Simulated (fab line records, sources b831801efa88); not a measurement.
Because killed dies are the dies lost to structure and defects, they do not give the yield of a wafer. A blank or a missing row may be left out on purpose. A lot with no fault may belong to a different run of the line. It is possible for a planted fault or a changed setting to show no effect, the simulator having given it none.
fab line records    flow gf180mcu
record: lots: 11  wafers: 33  last_day: 34
route steps=602 shown STI@14
lots that met no fault: from a run of the same line without faults
start_h: start of the lot's first displayed wafer, in hours after the record's first day    wait_h: hours elapsed since this lot's preceding step    " same as the row above    L1.1+2: a row that stands for several wafers    - no value, or no start was given    * or withheld: withheld    < > ~ a bound
route shown NAME@n: names a module that has steps shown in the file, with the first one's number in the route    usual: the fault-free wafers' mean and standard deviation    same: alike in all rows    chamber/n: place in a boat    sites: readings site by site    _std_site: standard deviation of those values    _edge_site: the outer-site mean with the inner-site mean subtracted    radius_mm: how far each site lies from the wafer's centre    mask NAME#n: copy n    behind: the tool/chamber that last shaped the wafer    hold: cause of the lot's hold/its duration in hours/its outcome    device: transistor that didn't switch, given as n, p or np    end of line: at the end of the route, the tests of the same wafers    a step without rows: its recipe alone    killed: at the first sort, the dies lost to defects and structure; wafer yield is something else    map: shows each die of a wafer: x if killed, . if not, _ if none is there
set.NAME: the setting the step ran with; set.NAME@STEP: the setting that earlier step ran with    model.NAME: the simulator's own value behind a step, which no gauge read
one table for each step of the route and one row for each wafer, over a sample of lots
services: a tool's chamber out of use, with start hour (start_h, from the record's first day; less than 0 if before it), hours out, and reason
== steps ==
step: GF_STI_ETCH_13
recipe: chemistry: CHF3/O2  stop_on: Si  over_etch_frac: 0.3  target_depth_a: 2823.1  source_w: 600  bias_w: 200  pressure_mtorr: 40  chf3_flow_sccm: 50  O2_flow_sccm: 5  time_s: 112.9
usual: drypump_motor_current_A: 5.8/0.56  oes_product_au: 0.830/0.0054  run_length_s: 141.3/0.37  throttle_valve_pct: 8.809/0.0089
lot.wafer  tool         chamber  start_h  wait_h  drypump_motor_current_A  oes_product_au  rf_hours_counter_h  run_length_s  throttle_valve_pct
L268.1     rie_diel-01  3        26.64    0.1     6.4                      0.823           62                  141.7         8.816
L268.4     "            1        "        "       5.6                      0.833           -                   140.9         8.806
L268.5     "            3        "        "       6.4                      0.825           -                   141.5         8.808
L269.2     rie_diel-03  2        31.44    0.1     6.4                      0.828           61                  141.4         8.806
L269.3     "            0        "        "       4.8                      0.824           62                  142.0         8.820
L269.6     "            3        "        "       6.2                      0.832           -                   140.3         8.800
L270.1     rie_diel-04  1        35.93    0.1     5.0                      0.831           50                  141.4         8.804
L270.3     "            2        "        "       6.2                      0.829           151                 141.2         8.810
L270.4     "            0        "        "       6.5                      0.824           -                   141.4         8.816
L271.1     rie_diel-01  3        41.93    0.1     6.4                      0.831           62                  141.7         8.808
L271.2     "            1        "        "       5.6                      0.831           95                  141.5         8.809
L271.4     "            1        "        "       5.6                      0.831           -                   141.4         8.810
L272.1     rie_diel-03  3        45.43    0.1     6.2                      0.831           68                  140.5         8.818
L272.3     "            2        "        "       6.5                      0.831           61                  141.2         8.807
L272.6     "            3        "        "       6.2                      0.830           -                   140.1         8.810
L275.2     rie_diel-04  3        61.49    0.1     5.6                      0.835           130                 141.0         8.819
L275.3     "            1        "        "       5.0                      0.832           50                  141.3         8.807
L275.4     "            2        "        "       6.3                      0.841           151                 141.6         8.817
L277.4     rie_diel-04  0        70.78    0.0     6.5                      0.891           72                  134.1         8.837
L277.5     "            1        "        "       5.0                      0.887           -                   134.9         8.832
L277.6     "            0        "        "       6.5                      0.882           -                   134.2         8.812
L280.3     rie_diel-04  0        87.78    0.1     6.5                      0.883           72                  134.2         8.827
L280.4     "            2        "        "       6.3                      0.883           151                 134.3         8.828
L280.5     "            2        "        "       6.2                      0.883           -                   134.3         8.826
L288.3     rie_diel-01  3        131.13   0.1     6.4                      0.836           65                  141.9         8.819
L288.4     "            0        "        "       5.2                      0.828           143                 141.4         8.813
L288.6     "            2        "        "       5.9                      0.832           -                   141.1         8.802
L290.1     rie_diel-01  0        138.98   0.1     5.2                      0.838           143                 141.6         8.798
L290.5     "            3        "        "       6.4                      0.828           -                   141.8         8.800
L290.6     "            0        "        "       5.2                      0.838           -                   141.8         8.810
L291.3     rie_diel-04  0        145.23   0.1     6.5                      0.834           74                  141.7         8.815
L291.4     "            3        "        "       5.6                      0.820           132                 141.2         8.815
L291.5     "            2        "        "       6.2                      0.829           -                   141.5         8.838
step: GF_STI_STRIP_15
recipe: chemistry: O2/N2  power_w: 1400  pressure_mtorr: 1500  platen_temp_c: 250  o2_flow_sccm: 3000  n2_flow_sccm: 300  overash_fraction: 0.5
usual: drypump_motor_current_A: 5.8/0.3  heater_power_w: 342/40  o2_flow_sccm: 3001/8.8  oes_product_au: 0.385/0.0053  strip_time_to_endpoint_s: 3.73/0.044
lot.wafer  tool             chamber  start_h  wait_h  drypump_motor_current_A  heater_power_w  o2_flow_sccm  oes_product_au  rf_hours_counter_h  strip_time_to_endpoint_s
L268.1     plasma_asher-04  1        26.79    0.0     5.5                      313             3000          0.382           36                  3.77
L268.4     "                0        "        "       5.8                      349             2995          0.376           -                   3.67
L268.5     "                1        "        "       5.5                      307             3006          0.387           -                   3.77
L269.2     plasma_asher-01  0        31.59    0.0     6.3                      411             3008          0.383           36                  3.76
L269.3     "                1        "        "       5.9                      357             3005          0.395           -                   3.73
L269.6     "                0        "        "       6.4                      425             3010          0.391           -                   3.74
L270.1     plasma_asher-01  1        36.08    0.0     5.9                      345             2997          0.379           37                  3.74
L270.3     "                1        "        "       5.9                      350             3004          0.383           -                   3.65
L270.4     "                0        "        "       6.4                      424             2990          0.377           -                   3.73
L271.1     plasma_asher-01  1        42.08    0.0     5.9                      346             2997          0.386           37                  3.80
L271.2     "                0        "        "       6.4                      410             2990          0.383           37                  3.70
L271.4     "                1        "        "       5.9                      358             2992          0.391           -                   3.75
L272.1     plasma_asher-02  1        45.58    0.0     5.6                      288             2989          0.381           27                  3.74
L272.3     "                0        "        "       5.5                      322             3023          0.385           -                   3.71
L272.6     "                0        "        "       5.5                      322             3013          0.392           -                   3.78
L275.2     plasma_asher-04  1        61.64    0.0     5.5                      313             2996          0.389           40                  3.72
L275.3     "                1        "        "       5.4                      307             2979          0.385           -                   3.72
L275.4     "                0        "        "       5.8                      353             3003          0.379           -                   3.72
L277.4     plasma_asher-04  1        70.96    0.1     5.5                      308             3006          0.397           -                   3.96
L277.5     "                0        "        "       5.8                      342             2993          0.393           -                   3.93
L277.6     "                1        "        "       5.5                      305             2995          0.394           -                   3.92
L280.3     plasma_asher-02  1        87.96    0.1     5.6                      298             2990          0.392           -                   3.91
L280.4     "                0        "        "       5.5                      331             3009          0.385           -                   3.84
L280.5     "                1        "        "       5.6                      300             3006          0.387           -                   3.80
L288.3     plasma_asher-04  1        131.31   0.1     5.5                      308             2993          0.383           -                   3.72
L288.4     "                0        "        "       5.7                      347             2989          0.392           -                   3.77
L288.6     "                1        "        "       5.5                      317             2998          0.376           -                   3.71
L290.1     plasma_asher-04  0        139.13   0.0     5.8                      352             2990          0.382           48                  3.81
L290.5     "                1        "        "       5.5                      308             2988          0.377           -                   3.75
L290.6     "                0        "        "       5.8                      354             3012          0.397           -                   3.78
L291.3     plasma_asher-01  0        145.42   0.1     6.4                      411             3006          0.381           -                   3.76
L291.4     "                1        "        "       5.9                      353             2989          0.378           -                   3.68
L291.5     "                1        "        "       5.9                      347             3011          0.387           -                   3.67
== services ==
tool             chamber  start_h  hours  kind
rie_diel-01      2        24.31    23.4   repair
rie_diel-04      3        34.63    3.7    repair
rie_diel-01      1        84.60    2.3    repair
plasma_asher-04  -        95.88    1.6    repair
rie_diel-01      -        96.60    0.3    repair
rie_diel-01      1        108.69   2.1    repair
rie_diel-01      3        140.56   5.6    repair
== key ==
first_sign: step: GF_STI_ETCH_13  reading: run_length_s  direction: down  sigmas: 19  usual: *  struck: *
effect: step: GF_STI_ETCH_13  reading: oes_product_au  direction: up  sigmas: 10  usual: 0.830  struck: 0.885
effect: step: GF_STI_STRIP_15  reading: strip_time_to_endpoint_s  direction: up  sigmas: 3.7  usual: *  struck: *
met_at GF_STI_ETCH_13
struck_lots L277,L280
tester_left_out L277,L280
onset_between 61.49 70.78
fault: kind: process_parameter_drift  tool: rie_diel-04  chamber: -  onset_h: 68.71  steps: GF_STI_ETCH_13  channel: time_s  offset: *  shape: step  end_h: 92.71  acts_in: *  stated: *
tester_left_out: of these lots the tester's yield and bins aren't shown, on N5 and GAA mostly nor the transistor test; their killed dies are dies lost to structure and defects alone, not to doping, threshold or leakage, so they don't give the yield
